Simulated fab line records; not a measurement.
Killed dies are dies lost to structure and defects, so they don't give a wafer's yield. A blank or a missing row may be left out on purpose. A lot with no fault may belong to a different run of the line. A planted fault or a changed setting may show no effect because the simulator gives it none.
fab line records + flow gf180mcu
record:
- lots: 13
- wafers: 39
- last-day: 34
route steps=602 shown HV_LDD@209 PSD@255 CONTACT@301 V4@498
lots untouched by any fault: they come from a run of this same line in which no faults occurred
start-h: start of the lot's first displayed wafer, in hours after the record's first day + wait-h: hours from the lot's prior step to this one + " as in the row above + L1.1+2: one row covering several wafers at once + - no value, or no start given + * or withheld: withheld + < > ~ a bound
route shown NAME@n: a module of which the file shows steps, and the number in the route of the first + usual: average and standard deviation across the fault-free wafers + same: alike in all rows + chamber/n: place in a boat + sites: readings site by site + _std_site: the values' standard deviation + _edge_site: the outer-site mean with the inner-site mean subtracted + radius-mm: how far each site lies from the wafer's centre + mask NAME#n: copy n + behind: tool/chamber where the wafer was last shaped + hold: why the lot was held/for how many hours/how that ended + device: which transistor (n, p or np) failed to switch + end of line: tests run on the same wafers once the route is complete + for a step that has no rows: nothing shown but its recipe + killed: dies that structure and defects cost at the first sort, which is not the same as the wafer's yield + map: shows each die of a wafer: x if killed, . if not, _ if none is there
set.NAME: the setting the step ran with; set.NAME@STEP: the setting that earlier step ran with + model.NAME: the simulator's own value behind a step, which no gauge read
one table for each step of the route and one row for each wafer, over a sample of lots
services: a tool's chamber out of use, with start hour (start-h, from the record's first day; less than 0 if before it), hours out, and reason
== steps ==
step: GF_HV_LDD_IMPLANT_33
recipe:
- species: P
- energy-kev: 60
- dose-cm2: 7.5e+12
- tilt-deg: 30
- rotation-deg: 0
usual:
- dose-ions-cm2: 7.498e+12/8.4e+09
- end-station-pressure-torr: 5.04e-06/2.6e-07
| lot.wafer | tool         | chamber | start-h | wait-h | dose-ions-cm2 | end-station-pressure-torr |
|-----------|--------------|---------|---------|--------|---------------|---------------------------|
| L516.3    | implanter-02 | 0       | 270.22  | 0.1    | 7.503e+12     | 4.77e-06                  |
| L516.4    | "            | 0       | "       | "      | 7.51e+12      | 5.01e-06                  |
| L516.5    | "            | 0       | "       | "      | 7.505e+12     | 4.87e-06                  |
| L518.2    | implanter-02 | 0       | 282.95  | 0.0    | 7.501e+12     | 5.04e-06                  |
| L518.3    | "            | 0       | "       | "      | 7.493e+12     | 5.31e-06                  |
| L518.5    | "            | 0       | "       | "      | 7.494e+12     | 4.69e-06                  |
| L521.2    | implanter-01 | 0       | 310.05  | 0.0    | 7.491e+12     | 5.06e-06                  |
| L521.3    | "            | 0       | "       | "      | 7.487e+12     | 5.66e-06                  |
| L521.6    | "            | 0       | "       | "      | 7.497e+12     | 4.57e-06                  |
| L522.2    | implanter-04 | 0       | 312.71  | 0.0    | 7.492e+12     | 5.14e-06                  |
| L522.3    | "            | 0       | "       | "      | 7.489e+12     | 4.6e-06                   |
| L522.6    | "            | 0       | "       | "      | 7.504e+12     | 5.37e-06                  |
| L524.1    | implanter-04 | 0       | 327.07  | 0.0    | 7.491e+12     | 5.36e-06                  |
| L524.3    | "            | 0       | "       | "      | 7.5e+12       | 5.32e-06                  |
| L524.6    | "            | 0       | "       | "      | 7.504e+12     | 4.92e-06                  |
| L525.1    | implanter-01 | 0       | 340.32  | 0.0    | 7.5e+12       | 4.78e-06                  |
| L525.2    | "            | 0       | "       | "      | 7.503e+12     | 4.97e-06                  |
| L525.3    | "            | 0       | "       | "      | 7.501e+12     | 5.07e-06                  |
| L527.2    | implanter-01 | 0       | 350.01  | 0.0    | 7.499e+12     | 5.47e-06                  |
| L527.5    | "            | 0       | "       | "      | 7.494e+12     | 5.3e-06                   |
| L527.6    | "            | 0       | "       | "      | 7.502e+12     | 5.05e-06                  |
| L527.2    | implanter-01 | 0       | 350.33  | 0.3    | 7.498e+12     | 5.41e-06                  |
| L527.5    | "            | 0       | "       | "      | 7.505e+12     | 4.8e-06                   |
| L527.6    | "            | 0       | "       | "      | 7.508e+12     | 5.19e-06                  |
| L528.2    | implanter-02 | 0       | 360.70  | 0.0    | 7.503e+12     | 5.23e-06                  |
| L528.4    | "            | 0       | "       | "      | 7.493e+12     | 5.02e-06                  |
| L528.5    | "            | 0       | "       | "      | 7.501e+12     | 5.1e-06                   |
| L533.2    | implanter-01 | 0       | 397.65  | 0.0    | 7.495e+12     | 4.49e-06                  |
| L533.4    | "            | 0       | "       | "      | 7.497e+12     | 4.99e-06                  |
| L533.6    | "            | 0       | "       | "      | 7.491e+12     | 5.34e-06                  |
| L533.2    | implanter-01 | 0       | 397.97  | 0.3    | 7.479e+12     | 4.7e-06                   |
| L533.4    | "            | 0       | "       | "      | 7.487e+12     | 4.98e-06                  |
| L533.6    | "            | 0       | "       | "      | 7.5e+12       | 4.94e-06                  |
| L534.1    | implanter-01 | 0       | 406.99  | 0.0    | 7.504e+12     | 5.13e-06                  |
| L534.2    | "            | 0       | "       | "      | 7.488e+12     | 4.36e-06                  |
| L534.6    | "            | 0       | "       | "      | 7.496e+12     | 4.85e-06                  |
| L535.1    | implanter-04 | 0       | 413.52  | 0.0    | 7.494e+12     | 4.73e-06                  |
| L535.4    | "            | 0       | "       | "      | 7.506e+12     | 4.95e-06                  |
| L535.5    | "            | 0       | "       | "      | 7.488e+12     | 5.01e-06                  |
| L537.2    | implanter-04 | 0       | 430.75  | 0.0    | 7.493e+12     | 5.11e-06                  |
| L537.4    | "            | 0       | "       | "      | 7.501e+12     | 5.54e-06                  |
| L537.5    | "            | 0       | "       | "      | 7.508e+12     | 4.79e-06                  |
| L538.1    | implanter-01 | 0       | 439.02  | 0.0    | 7.509e+12     | 5.04e-06                  |
| L538.2    | "            | 0       | "       | "      | 7.515e+12     | 4.75e-06                  |
| L538.3    | "            | 0       | "       | "      | 7.503e+12     | 4.84e-06                  |
step: GF_HV_LDD_TW_MEAS_38
usual:
- HV_LDD_3_TW: 1438/8
| lot.wafer | tool          | chamber | start-h | wait-h | HV_LDD_3_TW |
|-----------|---------------|---------|---------|--------|-------------|
| L516.3    | film-metro-01 | -       | 270.89  | 0.1    | 1434        |
| L516.4    | "             | -       | "       | "      | 1439        |
| L516.5    | "             | -       | "       | "      | 1433        |
| L518.2    | film-metro-03 | -       | 283.63  | 0.1    | 1451        |
| L518.3    | "             | -       | "       | "      | 1453        |
| L518.5    | "             | -       | "       | "      | 1444        |
| L521.2    | film-metro-04 | -       | 310.73  | 0.1    | 1448        |
| L521.3    | "             | -       | "       | "      | 1450        |
| L521.6    | "             | -       | "       | "      | 1444        |
| L522.2    | film-metro-03 | -       | 313.40  | 0.1    | 1448        |
| L522.3    | "             | -       | "       | "      | 1447        |
| L522.6    | "             | -       | "       | "      | 1444        |
| L524.1    | film-metro-01 | -       | 327.77  | 0.1    | 1433        |
| L524.3    | "             | -       | "       | "      | 1437        |
| L524.6    | "             | -       | "       | "      | 1437        |
| L525.1    | film-metro-01 | -       | 341.02  | 0.1    | 1428        |
| L525.2    | "             | -       | "       | "      | 1426        |
| L525.3    | "             | -       | "       | "      | 1427        |
| L527.2    | film-metro-01 | -       | 351.01  | 0.1    | 1535        |
| L527.5    | "             | -       | "       | "      | 1539        |
| L527.6    | "             | -       | "       | "      | 1539        |
| L528.2    | film-metro-04 | -       | 361.39  | 0.1    | 1433        |
| L528.4    | "             | -       | "       | "      | 1442        |
| L528.5    | "             | -       | "       | "      | 1446        |
| L533.2    | film-metro-01 | -       | 398.91  | 0.1    | 1539        |
| L533.4    | "             | -       | "       | "      | 1542        |
| L533.6    | "             | -       | "       | "      | 1529        |
| L534.1    | film-metro-01 | -       | 407.69  | 0.1    | 1435        |
| L534.2    | "             | -       | "       | "      | 1432        |
| L534.6    | "             | -       | "       | "      | 1423        |
| L535.1    | film-metro-01 | -       | 414.22  | 0.1    | 1440        |
| L535.4    | "             | -       | "       | "      | 1438        |
| L535.5    | "             | -       | "       | "      | 1445        |
| L537.2    | film-metro-01 | -       | 431.43  | 0.1    | 1432        |
| L537.4    | "             | -       | "       | "      | 1436        |
| L537.5    | "             | -       | "       | "      | 1444        |
| L538.1    | film-metro-04 | -       | 439.72  | 0.1    | 1430        |
| L538.2    | "             | -       | "       | "      | 1439        |
| L538.3    | "             | -       | "       | "      | 1437        |
step: GF_HV_LDD_RS_MEAS_53
recipe:
- thk-meas-gauge: four-point-probe
usual:
- HV_LDD_RS: 418.1/0.82
| lot.wafer | tool          | chamber | start-h | wait-h | HV_LDD_RS[ohm/sq] |
|-----------|---------------|---------|---------|--------|-------------------|
| L516.3    | film-metro-01 | -       | 290.95  | 0.1    | 418.9             |
| L516.4    | "             | -       | "       | "      | 418.6             |
| L516.5    | "             | -       | "       | "      | 419.2             |
| L518.2    | film-metro-03 | -       | 304.22  | 0.1    | 417.2             |
| L518.3    | "             | -       | "       | "      | 417.2             |
| L518.5    | "             | -       | "       | "      | 417.1             |
| L521.2    | film-metro-03 | -       | 332.77  | 0.1    | 418.1             |
| L521.3    | "             | -       | "       | "      | 417.8             |
| L521.6    | "             | -       | "       | "      | 419.0             |
| L522.2    | film-metro-04 | -       | 335.27  | 0.1    | 418.4             |
| L522.3    | "             | -       | "       | "      | 417.7             |
| L522.6    | "             | -       | "       | "      | 418.6             |
| L524.1    | film-metro-04 | -       | 350.26  | 0.1    | 417.9             |
| L524.3    | "             | -       | "       | "      | 416.9             |
| L524.6    | "             | -       | "       | "      | 416.4             |
| L525.1    | film-metro-01 | -       | 363.81  | 0.1    | 418.2             |
| L525.2    | "             | -       | "       | "      | 418.0             |
| L525.3    | "             | -       | "       | "      | 417.4             |
| L527.2    | film-metro-01 | -       | 373.72  | 0.1    | 399.8             |
| L527.5    | "             | -       | "       | "      | 400.0             |
| L527.6    | "             | -       | "       | "      | 399.6             |
| L528.2    | film-metro-03 | -       | 384.42  | 0.1    | 419.5             |
| L528.4    | "             | -       | "       | "      | 418.3             |
| L528.5    | "             | -       | "       | "      | 418.2             |
| L533.2    | film-metro-01 | -       | 422.32  | 0.1    | 399.8             |
| L533.4    | "             | -       | "       | "      | 400.2             |
| L533.6    | "             | -       | "       | "      | 399.3             |
| L534.1    | film-metro-01 | -       | 432.05  | 0.1    | 418.6             |
| L534.2    | "             | -       | "       | "      | 417.8             |
| L534.6    | "             | -       | "       | "      | 417.8             |
| L535.1    | film-metro-01 | -       | 438.92  | 0.1    | 419.1             |
| L535.4    | "             | -       | "       | "      | 417.7             |
| L535.5    | "             | -       | "       | "      | 418.6             |
| L537.2    | film-metro-01 | -       | 456.70  | 0.1    | 418.7             |
| L537.4    | "             | -       | "       | "      | 418.9             |
| L537.5    | "             | -       | "       | "      | 417.7             |
| L538.1    | film-metro-03 | -       | 464.88  | 0.1    | 415.9             |
| L538.2    | "             | -       | "       | "      | 417.8             |
| L538.3    | "             | -       | "       | "      | 416.9             |
step: GF_PSD_CD_MEAS_07
recipe:
- target-cd-nm: 400
usual:
- cd-nm: 400.2/2.5
| lot.wafer | tool      | chamber | start-h | wait-h | cd-nm |
|-----------|-----------|---------|---------|--------|-------|
| L516.3    | cd-sem-01 | -       | 335.70  | 0.2    | 399.0 |
| L516.4    | "         | -       | "       | "      | 400.3 |
| L516.5    | "         | -       | "       | "      | 397.9 |
| L518.2    | cd-sem-01 | -       | 348.54  | 0.1    | 401.0 |
| L518.3    | "         | -       | "       | "      | 399.7 |
| L518.5    | "         | -       | "       | "      | 400.9 |
| L521.2    | cd-sem-01 | -       | 380.14  | 0.1    | 399.5 |
| L521.3    | "         | -       | "       | "      | 398.9 |
| L521.6    | "         | -       | "       | "      | 396.9 |
| L522.2    | cd-sem-01 | -       | 382.45  | 0.3    | 399.9 |
| L522.3    | "         | -       | "       | "      | 402.6 |
| L522.6    | "         | -       | "       | "      | 399.5 |
| L524.1    | cd-sem-02 | -       | 398.58  | 0.1    | 403.6 |
| L524.3    | "         | -       | "       | "      | 401.5 |
| L524.6    | "         | -       | "       | "      | 401.9 |
| L525.1    | cd-sem-01 | -       | 412.93  | 0.1    | 403.3 |
| L525.2    | "         | -       | "       | "      | 401.2 |
| L525.3    | "         | -       | "       | "      | 401.4 |
| L527.2    | cd-sem-01 | -       | 424.10  | 0.1    | 399.0 |
| L527.5    | "         | -       | "       | "      | 397.0 |
| L527.6    | "         | -       | "       | "      | 399.4 |
| L528.2    | cd-sem-01 | -       | 434.90  | 0.1    | 398.9 |
| L528.4    | "         | -       | "       | "      | 398.2 |
| L528.5    | "         | -       | "       | "      | 398.3 |
| L533.2    | cd-sem-02 | -       | 473.84  | 0.1    | 395.5 |
| L533.4    | "         | -       | "       | "      | 395.1 |
| L533.6    | "         | -       | "       | "      | 396.5 |
| L534.1    | cd-sem-01 | -       | 483.72  | 0.1    | 401.2 |
| L534.2    | "         | -       | "       | "      | 400.2 |
| L534.6    | "         | -       | "       | "      | 401.6 |
| L535.1    | cd-sem-02 | -       | 491.33  | 0.1    | 399.1 |
| L535.4    | "         | -       | "       | "      | 399.4 |
| L535.5    | "         | -       | "       | "      | 399.8 |
| L537.2    | cd-sem-01 | -       | 507.33  | 0.1    | 399.3 |
| L537.4    | "         | -       | "       | "      | 397.4 |
| L537.5    | "         | -       | "       | "      | 399.5 |
| L538.1    | cd-sem-01 | -       | 516.27  | 0.1    | 403.6 |
| L538.2    | "         | -       | "       | "      | 403.5 |
| L538.3    | "         | -       | "       | "      | 401.4 |
step: GF_CONTACT_CD_MEAS_14
recipe:
- target-cd-nm: 220
usual:
- cd-nm: 219.7/1.4
| lot.wafer | tool      | chamber | start-h | wait-h | cd-nm |
|-----------|-----------|---------|---------|--------|-------|
| L516.3    | cd-sem-02 | -       | 383.07  | 0.1    | 222.0 |
| L516.4    | "         | -       | "       | "      | 221.0 |
| L516.5    | "         | -       | "       | "      | 219.4 |
| L518.2    | cd-sem-02 | -       | 395.75  | 0.1    | 219.6 |
| L518.3    | "         | -       | "       | "      | 220.1 |
| L518.5    | "         | -       | "       | "      | 218.7 |
| L521.2    | cd-sem-01 | -       | 431.44  | 0.1    | 222.3 |
| L521.3    | "         | -       | "       | "      | 221.9 |
| L521.6    | "         | -       | "       | "      | 222.1 |
| L522.2    | cd-sem-01 | -       | 432.40  | 0.1    | 219.1 |
| L522.3    | "         | -       | "       | "      | 219.2 |
| L522.6    | "         | -       | "       | "      | 219.7 |
| L524.1    | cd-sem-01 | -       | 450.41  | 0.1    | 221.1 |
| L524.3    | "         | -       | "       | "      | 220.9 |
| L524.6    | "         | -       | "       | "      | 220.0 |
| L525.1    | cd-sem-02 | -       | 462.58  | 0.1    | 219.2 |
| L525.2    | "         | -       | "       | "      | 218.9 |
| L525.3    | "         | -       | "       | "      | 219.6 |
| L527.2    | cd-sem-01 | -       | 474.79  | 0.1    | 219.1 |
| L527.5    | "         | -       | "       | "      | 218.5 |
| L527.6    | "         | -       | "       | "      | 219.2 |
| L528.2    | cd-sem-01 | -       | 486.83  | 0.1    | 221.8 |
| L528.4    | "         | -       | "       | "      | 221.1 |
| L528.5    | "         | -       | "       | "      | 222.0 |
| L533.2    | cd-sem-02 | -       | 523.60  | 0.1    | 220.5 |
| L533.4    | "         | -       | "       | "      | 218.5 |
| L533.6    | "         | -       | "       | "      | 218.6 |
| L534.1    | cd-sem-02 | -       | 532.61  | 0.1    | 220.0 |
| L534.2    | "         | -       | "       | "      | 219.6 |
| L534.6    | "         | -       | "       | "      | 218.8 |
| L535.1    | cd-sem-02 | -       | 540.87  | 0.1    | 221.1 |
| L535.4    | "         | -       | "       | "      | 220.6 |
| L535.5    | "         | -       | "       | "      | 221.4 |
| L537.2    | cd-sem-02 | -       | 555.59  | 0.3    | 221.0 |
| L537.4    | "         | -       | "       | "      | 219.4 |
| L537.5    | "         | -       | "       | "      | 221.1 |
| L538.1    | cd-sem-02 | -       | 564.12  | 0.1    | 218.8 |
| L538.2    | "         | -       | "       | "      | 218.4 |
| L538.3    | "         | -       | "       | "      | 219.0 |
step: GF_V4_SPUTTER_22
recipe:
- material: TiN
- target-thk-nm: 10
- chamber-pressure-pa: 5
- power-w: 4000
- time-s: 40
usual:
- throttle-valve-pct: 30.0/0.69
| lot.wafer | tool           | chamber | start-h | wait-h | throttle-valve-pct |
|-----------|----------------|---------|---------|--------|--------------------|
| L516.3    | pvd-sputter-03 | -       | 584.40  | 0.0    | 30.7               |
| L516.4    | "              | -       | "       | "      | 29.7               |
| L516.5    | "              | -       | "       | "      | 30.5               |
| L518.2    | pvd-sputter-01 | -       | 598.20  | 0.0    | 30.4               |
| L518.3    | "              | -       | "       | "      | 30.1               |
| L518.5    | "              | -       | "       | "      | 30.2               |
| L521.2    | pvd-sputter-03 | -       | 628.51  | 0.0    | 30.5               |
| L521.3    | "              | -       | "       | "      | 30.7               |
| L521.6    | "              | -       | "       | "      | 30.7               |
| L522.2    | pvd-sputter-03 | -       | 629.95  | 0.0    | 29.8               |
| L522.3    | "              | -       | "       | "      | 30.6               |
| L522.6    | "              | -       | "       | "      | 30.6               |
| L524.1    | pvd-sputter-02 | -       | 644.12  | 0.0    | 28.9               |
| L524.3    | "              | -       | "       | "      | 29.2               |
| L524.6    | "              | -       | "       | "      | 31.0               |
| L525.1    | pvd-sputter-01 | -       | 653.85  | 0.0    | 30.2               |
| L525.2    | "              | -       | "       | "      | 30.2               |
| L525.3    | "              | -       | "       | "      | 30.1               |
| L527.2    | pvd-sputter-01 | -       | 661.10  | 0.0    | 30.4               |
| L527.5    | "              | -       | "       | "      | 30.3               |
| L527.6    | "              | -       | "       | "      | 30.3               |
| L528.2    | pvd-sputter-02 | -       | 672.51  | 0.0    | 29.1               |
| L528.4    | "              | -       | "       | "      | 30.8               |
| L528.5    | "              | -       | "       | "      | 31.1               |
| L533.2    | pvd-sputter-01 | -       | 702.10  | 0.0    | 30.2               |
| L533.4    | "              | -       | "       | "      | 30.0               |
| L533.6    | "              | -       | "       | "      | 30.2               |
| L534.1    | pvd-sputter-01 | -       | 710.63  | 0.0    | 30.1               |
| L534.2    | "              | -       | "       | "      | 30.1               |
| L534.6    | "              | -       | "       | "      | 30.0               |
| L535.1    | pvd-sputter-01 | -       | 716.37  | 0.0    | 30.3               |
| L535.4    | "              | -       | "       | "      | 29.9               |
| L535.5    | "              | -       | "       | "      | 30.2               |
| L537.2    | pvd-sputter-03 | -       | 729.18  | 0.0    | 30.7               |
| L537.4    | "              | -       | "       | "      | 29.9               |
| L537.5    | "              | -       | "       | "      | 30.5               |
| L538.1    | pvd-sputter-03 | -       | 736.00  | 0.0    | 30.6               |
| L538.2    | "              | -       | "       | "      | 30.0               |
| L538.3    | "              | -       | "       | "      | 30.5               |
== services ==
| tool           | chamber | start-h | hours | kind   |
|----------------|---------|---------|-------|--------|
| implanter-04   | -       | 258.90  | 3.2   | pm     |
| implanter-04   | -       | 279.67  | 23.8  | repair |
| pvd-sputter-01 | -       | 283.87  | 1.1   | repair |
| implanter-02   | -       | 294.31  | 2.3   | repair |
| implanter-02   | -       | 295.19  | 3.7   | repair |
| implanter-04   | -       | 332.90  | 3.6   | repair |
| pvd-sputter-03 | -       | 337.32  | 6.5   | repair |
| implanter-04   | -       | 338.47  | 18.2  | repair |
| implanter-02   | -       | 375.52  | 3.2   | pm     |
| implanter-04   | -       | 421.47  | 0.7   | repair |
| implanter-01   | -       | 422.74  | 4.2   | pm     |
| implanter-04   | -       | 456.14  | 2.8   | pm     |
| pvd-sputter-01 | -       | 473.91  | 3.1   | repair |
| implanter-01   | -       | 481.66  | 2.7   | repair |
| implanter-04   | -       | 503.17  | 15.1  | repair |
| implanter-04   | -       | 518.55  | 3.3   | repair |
| pvd-sputter-01 | -       | 553.80  | 2.2   | repair |
| implanter-01   | -       | 553.85  | 3.5   | pm     |
| implanter-04   | -       | 602.03  | 2.8   | repair |
| pvd-sputter-01 | -       | 605.67  | 3.7   | repair |
| pvd-sputter-03 | -       | 673.17  | 1.8   | repair |
| implanter-01   | -       | 680.02  | 30.0  | pm     |
| implanter-04   | -       | 692.73  | 3.2   | repair |
| pvd-sputter-01 | -       | 718.92  | 3.7   | repair |
== key ==
first-sign:
- step: GF_HV_LDD_IMPLANT_33
- reading: visit
- direction: added
effect:
- step: GF_HV_LDD_TW_MEAS_38
- reading: HV_LDD_3_TW
- direction: up
- sigmas: 12
- usual: 1438
- struck: 1537
effect:
- step: GF_HV_LDD_RS_MEAS_53
- reading: HV_LDD_RS
- direction: down
- sigmas: 22
- usual: 418.1
- struck: 399.8
met-at GF_HV_LDD_IMPLANT_33
struck-lots L527,L533
tester-left-out L527,L533
not-acting-at GF_PSD_CD_MEAS_07,GF_CONTACT_CD_MEAS_14,GF_V4_SPUTTER_22
fault:
- kind: repeated-step-whole
- tool: implanter-01,implanter-02,implanter-04
- chamber: -
- onset-h: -
- steps: GF_HV_LDD_IMPLANT_33
- times: 1
- scope: struck-lots-only
tester-left-out: of these lots the tester's yield and bins aren't shown, on N5 and GAA mostly nor the transistor test; their killed dies are dies lost to structure and defects alone, not to doping, threshold or leakage, so they don't give the yield
